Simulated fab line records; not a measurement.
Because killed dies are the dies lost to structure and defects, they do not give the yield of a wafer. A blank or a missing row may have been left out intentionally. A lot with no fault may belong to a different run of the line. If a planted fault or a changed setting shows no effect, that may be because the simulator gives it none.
Which tool did it? || flow sky130 || 11 lots, 32 wafers sampled, at 5 steps of a route of 708

WHAT THE GAUGES READ, wafer by wafer
SKY_LDD_HVN_OVL_MEAS_07.
{"lot": "L520", "measured": "day 21 04:34", "on": "overlay-01", "LDD_HVN_OVL (nm)": "0.1 1.5 0.7"}
{"lot": "L521", "measured": "day 21 19:04", "on": "overlay-02", "LDD_HVN_OVL (nm)": "0.3 0.1 0.1"}
{"lot": "L523", "measured": "day 22 02:07", "on": "overlay-01", "LDD_HVN_OVL (nm)": "0.2 1.3 1.4"}
{"lot": "L526", "measured": "day 22 23:45", "on": "overlay-02", "LDD_HVN_OVL (nm)": "-0.1 0.1 -0.4"}
{"lot": "L527", "measured": "day 23 15:13", "on": "overlay-02", "LDD_HVN_OVL (nm)": "2.5 -0.9 -1.0"}
{"lot": "L530", "measured": "day 24 20:36", "on": "overlay-01", "LDD_HVN_OVL (nm)": "1.0 0.0"}
{"lot": "L538", "measured": "day 27 04:29", "on": "overlay-01", "LDD_HVN_OVL (nm)": "1.0 -0.5 1.2"}
{"lot": "L539", "measured": "day 27 13:51", "on": "overlay-02", "LDD_HVN_OVL (nm)": "2.0 1.0 1.4"}
{"lot": "L540", "measured": "day 27 23:42", "on": "overlay-01", "LDD_HVN_OVL (nm)": "1.7 -1.3 2.7"}
{"lot": "L541", "measured": "day 28 08:01", "on": "overlay-01", "LDD_HVN_OVL (nm)": "1.5 1.5 1.5"}
{"lot": "L543", "measured": "day 28 22:22", "on": "overlay-02", "LDD_HVN_OVL (nm)": "-2.3 0.0 -0.2"}

SKY_LI_CONTACT_THK_MEAS_01.
{"lot": "L520", "measured": "day 28 22:56", "on": "film metro-02", "LI_CONTACT_HDPCVD_THK (nm)": "918 925 917"}
{"lot": "L521", "measured": "day 29 10:17", "on": "film metro-02", "LI_CONTACT_HDPCVD_THK (nm)": "925 920 916"}
{"lot": "L523", "measured": "day 29 19:06", "on": "film metro-02", "LI_CONTACT_HDPCVD_THK (nm)": "922 933 927"}
{"lot": "L526", "measured": "day 30 14:31", "on": "film metro-03", "LI_CONTACT_HDPCVD_THK (nm)": "938 941 931"}
{"lot": "L527", "measured": "day 31 03:53", "on": "film metro-03", "LI_CONTACT_HDPCVD_THK (nm)": "929 1518 929"}
{"lot": "L530", "measured": "day 32 07:18", "on": "film metro-01", "LI_CONTACT_HDPCVD_THK (nm)": "1515 1516"}
{"lot": "L538", "measured": "day 34 12:16", "on": "film metro-02", "LI_CONTACT_HDPCVD_THK (nm)": "935 927 917"}
{"lot": "L539", "measured": "day 35 00:41", "on": "film metro-01", "LI_CONTACT_HDPCVD_THK (nm)": "932 936 935"}
{"lot": "L540", "measured": "day 35 03:16", "on": "film metro-01", "LI_CONTACT_HDPCVD_THK (nm)": "913 920 924"}
{"lot": "L541", "measured": "day 35 11:56", "on": "film metro-02", "LI_CONTACT_HDPCVD_THK (nm)": "930 934 926"}
{"lot": "L543", "measured": "day 36 04:17", "on": "film metro-03", "LI_CONTACT_HDPCVD_THK (nm)": "930 926 925"}

WHICH TOOL RAN EACH LOT (tool, then ch and the chambers of the sampled wafers, then the start)
{"lot": "L520", "SKY_LDD_HVN_STRIP_09": "plasma asher-04 ch 0,1, day 21 04:44", "SKY_LDD_LDN_STRIP_12": "plasma asher-02 ch 0,1, day 23 19:14", "SKY_LI_CONTACT_HDPCVD_00": "hdpcvd-02 ch 0,1,2, day 28 22:49"}
{"lot": "L521", "SKY_LDD_HVN_STRIP_09": "plasma asher-01 ch 0,1, day 21 19:14", "SKY_LDD_LDN_STRIP_12": "plasma asher-02 ch 0,1, day 24 08:59", "SKY_LI_CONTACT_HDPCVD_00": "hdpcvd-02 ch 1,2, day 29 10:08"}
{"lot": "L523", "SKY_LDD_HVN_STRIP_09": "plasma asher-02 ch 0,1, day 22 02:20", "SKY_LDD_LDN_STRIP_12": "plasma asher-03 ch 0,1, day 24 16:50", "SKY_LI_CONTACT_HDPCVD_00": "hdpcvd-01 ch 0,1,2, day 29 18:59"}
{"lot": "L526", "SKY_LDD_HVN_STRIP_09": "plasma asher-01 ch 0,1, day 22 23:56", "SKY_LDD_LDN_STRIP_12": "plasma asher-02 ch 0,1, day 25 13:27", "SKY_LI_CONTACT_HDPCVD_00": "hdpcvd-02 ch 1,2, day 30 14:25"}
{"lot": "L527", "SKY_LDD_HVN_STRIP_09": "plasma asher-02 ch 0,1, day 23 15:24", "SKY_LDD_LDN_STRIP_12": "plasma asher-02 ch 0,1, day 26 05:09", "SKY_LI_CONTACT_HDPCVD_00": "hdpcvd-02 ch 0,1,2, day 31 03:47"}
{"lot": "L530", "SKY_LDD_HVN_STRIP_09": "plasma asher-01 ch 0,1, day 24 20:47", "SKY_LDD_LDN_STRIP_12": "plasma asher-01 ch 0, day 27 08:27", "SKY_LI_CONTACT_HDPCVD_00": "hdpcvd-02 ch 0,2, day 32 07:11"}
{"lot": "L538", "SKY_LDD_HVN_STRIP_09": "plasma asher-02 ch 0,1, day 27 04:41", "SKY_LDD_LDN_STRIP_12": "plasma asher-01 ch 0,1, day 29 15:42", "SKY_LI_CONTACT_HDPCVD_00": "hdpcvd-01 ch 0,1,2, day 34 12:10"}
{"lot": "L539", "SKY_LDD_HVN_STRIP_09": "plasma asher-04 ch 0,1, day 27 14:02", "SKY_LDD_LDN_STRIP_12": "plasma asher-03 ch 0,1, day 30 00:45", "SKY_LI_CONTACT_HDPCVD_00": "hdpcvd-02 ch 0,1,2, day 35 00:35"}
{"lot": "L540", "SKY_LDD_HVN_STRIP_09": "plasma asher-02 ch 0,1, day 27 23:53", "SKY_LDD_LDN_STRIP_12": "plasma asher-02 ch 0,1, day 30 10:14", "SKY_LI_CONTACT_HDPCVD_00": "hdpcvd-02 ch 0,1,2, day 35 03:09"}
{"lot": "L541", "SKY_LDD_HVN_STRIP_09": "plasma asher-01 ch 0,1, day 28 08:11", "SKY_LDD_LDN_STRIP_12": "plasma asher-01 ch 0,1, day 30 18:21", "SKY_LI_CONTACT_HDPCVD_00": "hdpcvd-01 ch 0,1,2, day 35 11:50"}
{"lot": "L543", "SKY_LDD_HVN_STRIP_09": "plasma asher-04 ch 0,1, day 28 22:33", "SKY_LDD_LDN_STRIP_12": "plasma asher-02 ch 0, day 31 08:26", "SKY_LI_CONTACT_HDPCVD_00": "hdpcvd-02 ch 0,1, day 36 04:11"}
- SKY_LDD_HVN_STRIP_09: strips in O2/N2.
- SKY_LDD_LDN_STRIP_12: strips in O2/N2.
- SKY_LI_CONTACT_HDPCVD_00: deposits PSG, target thk 930 nm, time 155 s.

WHAT THE TOOLS THEMSELVES READ (means of the sampled wafers that have a number; where no wafer has one, the mark that the record gives instead)
SKY_LDD_HVN_STRIP_09.
{"lot": "L520", "tool": "plasma asher-04", "drypump motor current A (A)": 5.6, "oes product au (a.u.)": 0.409, "strip time to endpoint s (s)": 4.145}
{"lot": "L521", "tool": "plasma asher-01", "drypump motor current A (A)": 5.7, "oes product au (a.u.)": 0.408, "strip time to endpoint s (s)": 4.108}
{"lot": "L523", "tool": "plasma asher-02", "drypump motor current A (A)": 6.0, "oes product au (a.u.)": 0.407, "strip time to endpoint s (s)": 4.131}
{"lot": "L526", "tool": "plasma asher-01", "drypump motor current A (A)": 5.4, "oes product au (a.u.)": 0.409, "strip time to endpoint s (s)": 4.118}
{"lot": "L527", "tool": "plasma asher-02", "drypump motor current A (A)": 6.0, "oes product au (a.u.)": 0.405, "strip time to endpoint s (s)": 4.118}
{"lot": "L530", "tool": "plasma asher-01", "drypump motor current A (A)": 5.6, "oes product au (a.u.)": 0.408, "strip time to endpoint s (s)": 4.105}
{"lot": "L538", "tool": "plasma asher-02", "drypump motor current A (A)": 6.0, "oes product au (a.u.)": 0.413, "strip time to endpoint s (s)": 4.131}
{"lot": "L539", "tool": "plasma asher-04", "drypump motor current A (A)": 5.6, "oes product au (a.u.)": 0.410, "strip time to endpoint s (s)": 4.155}
{"lot": "L540", "tool": "plasma asher-02", "drypump motor current A (A)": 6.0, "oes product au (a.u.)": 0.411, "strip time to endpoint s (s)": 4.152}
{"lot": "L541", "tool": "plasma asher-01", "drypump motor current A (A)": 5.7, "oes product au (a.u.)": 0.412, "strip time to endpoint s (s)": 4.157}
{"lot": "L543", "tool": "plasma asher-04", "drypump motor current A (A)": 5.5, "oes product au (a.u.)": 0.410, "strip time to endpoint s (s)": 4.145}

SKY_LDD_LDN_STRIP_12.
{"lot": "L520", "tool": "plasma asher-02", "drypump motor current A (A)": 6.1, "oes product au (a.u.)": 0.715, "strip time to endpoint s (s)": 14.16}
{"lot": "L521", "tool": "plasma asher-02", "drypump motor current A (A)": 6.1, "oes product au (a.u.)": 0.713, "strip time to endpoint s (s)": 14.11}
{"lot": "L523", "tool": "plasma asher-03", "drypump motor current A (A)": 5.3, "oes product au (a.u.)": 0.714, "strip time to endpoint s (s)": 14.12}
{"lot": "L526", "tool": "plasma asher-02", "drypump motor current A (A)": 6.1, "oes product au (a.u.)": 0.718, "strip time to endpoint s (s)": 14.19}
{"lot": "L527", "tool": "plasma asher-02", "drypump motor current A (A)": 6.1, "oes product au (a.u.)": 0.715, "strip time to endpoint s (s)": 14.12}
{"lot": "L530", "tool": "plasma asher-01", "drypump motor current A (A)": 6.0, "oes product au (a.u.)": 0.714, "strip time to endpoint s (s)": 14.23}
{"lot": "L538", "tool": "plasma asher-01", "drypump motor current A (A)": 5.7, "oes product au (a.u.)": 0.716, "strip time to endpoint s (s)": 14.19}
{"lot": "L539", "tool": "plasma asher-03", "drypump motor current A (A)": 5.4, "oes product au (a.u.)": 0.714, "strip time to endpoint s (s)": 14.09}
{"lot": "L540", "tool": "plasma asher-02", "drypump motor current A (A)": 6.1, "oes product au (a.u.)": 0.709, "strip time to endpoint s (s)": 14.19}
{"lot": "L541", "tool": "plasma asher-01", "drypump motor current A (A)": 5.4, "oes product au (a.u.)": 0.714, "strip time to endpoint s (s)": 14.14}
{"lot": "L543", "tool": "plasma asher-02", "drypump motor current A (A)": 6.0, "oes product au (a.u.)": 0.718, "strip time to endpoint s (s)": 14.16}

SKY_LI_CONTACT_HDPCVD_00.
{"lot": "L520", "tool": "hdpcvd-02", "run length s (s)": 183.0}
{"lot": "L521", "tool": "hdpcvd-02", "run length s (s)": 182.2}
{"lot": "L523", "tool": "hdpcvd-01", "run length s (s)": 183.5}
{"lot": "L526", "tool": "hdpcvd-02", "run length s (s)": 182.6}
{"lot": "L527", "tool": "hdpcvd-02", "run length s (s)": 215.0}
{"lot": "L530", "tool": "hdpcvd-02", "run length s (s)": 280.1}
{"lot": "L538", "tool": "hdpcvd-01", "run length s (s)": 183.3}
{"lot": "L539", "tool": "hdpcvd-02", "run length s (s)": 182.4}
{"lot": "L540", "tool": "hdpcvd-02", "run length s (s)": 182.5}
{"lot": "L541", "tool": "hdpcvd-01", "run length s (s)": 183.4}
{"lot": "L543", "tool": "hdpcvd-02", "run length s (s)": 183.1}

THE ANSWER, worked out from the rows above alone
Rule: the lots themselves supply what counts as usual. Put in order of their means at a reading, lots are off if they are a third of the lots or fewer, leave a main group of 4 or more, and stand apart from it by a gap of 3 or more times the standard deviation of the main group's means; of several such gaps the widest counts. If all means in a main group match to the digits the tables above print for the reading, that group is not used. Also off: a lot with no number at a reading for which 4 or more lots have one. Where the step has rows for the other lots, those lots are counted as sound. After the gauges, taken in route order, come the tools' own readings; for these a lot's mean is taken, as printed above. The first step at which some lot is off is used, and at that step the reading that is off furthest; a lot without a number counts as furthest.
Off: L527, L530, at SKY_LI_CONTACT_THK_MEAS_01 (LI_CONTACT_HDPCVD_THK). Mean 927 nm and standard deviation 5.9 in the main group.
A tool fits if, at a process step before that reading, it ran every lot that is off, and no sound lot after the first of them. Not tried: the gauges at SKY_LI_CONTACT_THK_MEAS_01; whatever is off there is also off at SKY_LI_CONTACT_HDPCVD_00, on other tools, and gauge error can't account for it. None of those tried fits.

WHAT THE SIMULATOR HAD INSERTED
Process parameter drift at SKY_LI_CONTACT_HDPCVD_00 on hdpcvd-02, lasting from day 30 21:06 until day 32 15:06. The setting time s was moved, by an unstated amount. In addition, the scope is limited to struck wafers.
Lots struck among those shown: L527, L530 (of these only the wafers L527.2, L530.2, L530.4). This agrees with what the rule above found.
